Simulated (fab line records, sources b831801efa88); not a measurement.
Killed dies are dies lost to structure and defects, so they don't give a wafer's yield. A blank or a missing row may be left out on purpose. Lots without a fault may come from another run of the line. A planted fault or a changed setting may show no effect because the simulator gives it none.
Which tool did it? | flow sky130 | 12 lots, 36 wafers sampled, at 3 steps of a route of 708

WHAT THE GAUGES READ, wafer by wafer
SKY_SONOS_TUNNEL_CD_MEAS_07: target cd 410 nm. Usual: cd_nm 410.3 nm, standard deviation 2.2.
lot  | measured     | on        | cd_nm (nm)        | flag
L191 | day 11 20:57 | cd_sem-01 | 408.6 406.9 409.2 |
L195 | day 13 03:58 | cd_sem-01 | - - -             | OFF
L196 | day 13 09:50 | cd_sem-01 | - - -             | OFF
L203 | day 15 15:07 | cd_sem-01 | 407.0 407.1 407.6 |
L205 | day 16 06:31 | cd_sem-01 | 411.3 413.4 411.4 |
L206 | day 16 16:47 | cd_sem-01 | 410.3 411.8 411.6 |
L208 | day 17 10:41 | cd_sem-01 | 410.1 413.1 409.2 |
L209 | day 17 17:51 | cd_sem-01 | 416.4 414.3 414.2 |
L210 | day 18 03:38 | cd_sem-01 | 407.2 407.9 410.1 |
L211 | day 18 21:29 | cd_sem-02 | 409.1 408.6 410.3 |
L212 | day 18 20:11 | cd_sem-01 | 414.7 412.8 413.2 |
L213 | day 19 14:15 | cd_sem-01 | 412.6 411.4 408.3 |

WHICH TOOL RAN EACH LOT (tool, then ch and the chambers of the sampled wafers, then the start)
lot  | SKY_FIELD_ISO_CMP_27         | SKY_SONOS_TUNNEL_COAT_02
L191 | cmp-01 ch 0,1,2, day 2 18:12 | litho_track-03 ch 0, day 11 08:52
L195 | cmp-02 ch 0,1,2, day 3 14:17 | litho_track-03, day 12 14:58
L196 | cmp-01 ch 0,1,2, day 3 19:05 | litho_track-02, day 12 21:14
L203 | cmp-01 ch 0,3, day 5 05:32   | litho_track-02 ch 0, day 15 01:19
L205 | cmp-02 ch 1,2,3, day 5 16:14 | litho_track-04 ch 0, day 15 16:39
L206 | cmp-01 ch 1,2,3, day 5 20:59 | litho_track-02 ch 0, day 16 02:25
L208 | cmp-02 ch 1,2, day 6 09:43   | litho_track-04 ch 0, day 16 20:06
L209 | cmp-02 ch 1,2, day 6 14:27   | litho_track-03 ch 0, day 17 02:37
L210 | cmp-02 ch 0,2,3, day 6 19:43 | litho_track-02 ch 0, day 17 12:29
L211 | cmp-02 ch 0,2,3, day 7 05:13 | litho_track-03 ch 0, day 18 06:28
L212 | cmp-02 ch 1,2,3, day 7 07:08 | litho_track-03 ch 0, day 18 05:16
L213 | cmp-02 ch 0,2,3, day 7 16:29 | litho_track-03 ch 0, day 18 22:19
- SKY_FIELD_ISO_CMP_27: polishes, stops on Si3N4, t overpolish 16 s, target thk 457.8 nm.
- SKY_SONOS_TUNNEL_COAT_02: resist thk 1140 nm.

WHAT THE TOOLS THEMSELVES READ (means of the sampled wafers that have a number; where no wafer has one, the mark that the record gives instead)
SKY_FIELD_ISO_CMP_27. Usual: motor_current_A 11.6 A, standard deviation 1.1; overpolish_run_s 15.999 s, standard deviation 0.0091; time_to_endpoint_s 110 s, standard deviation 5.8.
lot  | tool   | motor_current_A (A) | overpolish_run_s (s) | time_to_endpoint_s (s) | flag
L191 | cmp-01 | 11.0                | 15.995               | 115                    |
L195 | cmp-02 | 12.0                | 15.999               | 106                    |
L196 | cmp-01 | 11.1                | 15.991               | 113                    |
L203 | cmp-01 | 10.9                | 16.001               | 115                    |
L205 | cmp-02 | 11.8                | 16.001               | 107                    |
L206 | cmp-01 | 10.3                | 16.002               | 120                    |
L208 | cmp-02 | 12.3                | 15.995               | 102                    |
L209 | cmp-02 | 12.2                | 15.996               | 107                    |
L210 | cmp-02 | 12.1                | 15.992               | 104                    |
L211 | cmp-02 | 12.0                | 15.998               | 106                    |
L212 | cmp-02 | 12.3                | 16.000               | 108                    |
L213 | cmp-02 | 12.4                | 16.008               | 106                    |

SKY_SONOS_TUNNEL_COAT_02. Usual: chill_plate_temp_C 23.01 C, standard deviation 0.11; dispense_pressure_kPa 46.9 kPa, standard deviation 2.6.
lot  | tool           | chill_plate_temp_C (C) | dispense_pressure_kPa (kPa) | flag
L191 | litho_track-03 | 22.91                  | 44.2                        |
L195 | litho_track-03 | -                      | -                           | OFF
L196 | litho_track-02 | -                      | -                           | OFF
L203 | litho_track-02 | 23.06                  | 46.0                        |
L205 | litho_track-04 | 23.20                  | 50.2                        |
L206 | litho_track-02 | 23.22                  | 46.0                        |
L208 | litho_track-04 | 22.96                  | 50.2                        |
L209 | litho_track-03 | 22.93                  | 44.2                        |
L210 | litho_track-02 | 22.93                  | 46.0                        |
L211 | litho_track-03 | 22.96                  | 44.2                        |
L212 | litho_track-03 | 23.09                  | 44.2                        |
L213 | litho_track-03 | 22.93                  | 44.2                        |

THE ANSWER, worked out from the rows above alone
Rule: a lot is off if the mean of its wafers that have a number lies more than 3 standard deviations from the usual mean. A lot without any number at a reading at which 4 lots or more have one is off too. The other lots that the step has rows for count as sound. The gauges are gone through in route order, then the tools' own readings, and for those a lot's mean is taken as printed above. The first step at which some lot is off is used, and at that step the reading that is off furthest; a lot without a number counts as furthest.
Off: L195, L196, at SKY_SONOS_TUNNEL_CD_MEAS_07 (cd_nm). Without a number there: L195, L196.
A tool fits if, at a process step before that reading, it ran every lot that is off, and no sound lot after the first of them. The gauges at SKY_SONOS_TUNNEL_CD_MEAS_07 aren't tried: what is off there is off at SKY_SONOS_TUNNEL_COAT_02 too, on other tools, and a gauge's error can't cause that. None of those tried fits.

WHAT THE SIMULATOR HAD PUT IN
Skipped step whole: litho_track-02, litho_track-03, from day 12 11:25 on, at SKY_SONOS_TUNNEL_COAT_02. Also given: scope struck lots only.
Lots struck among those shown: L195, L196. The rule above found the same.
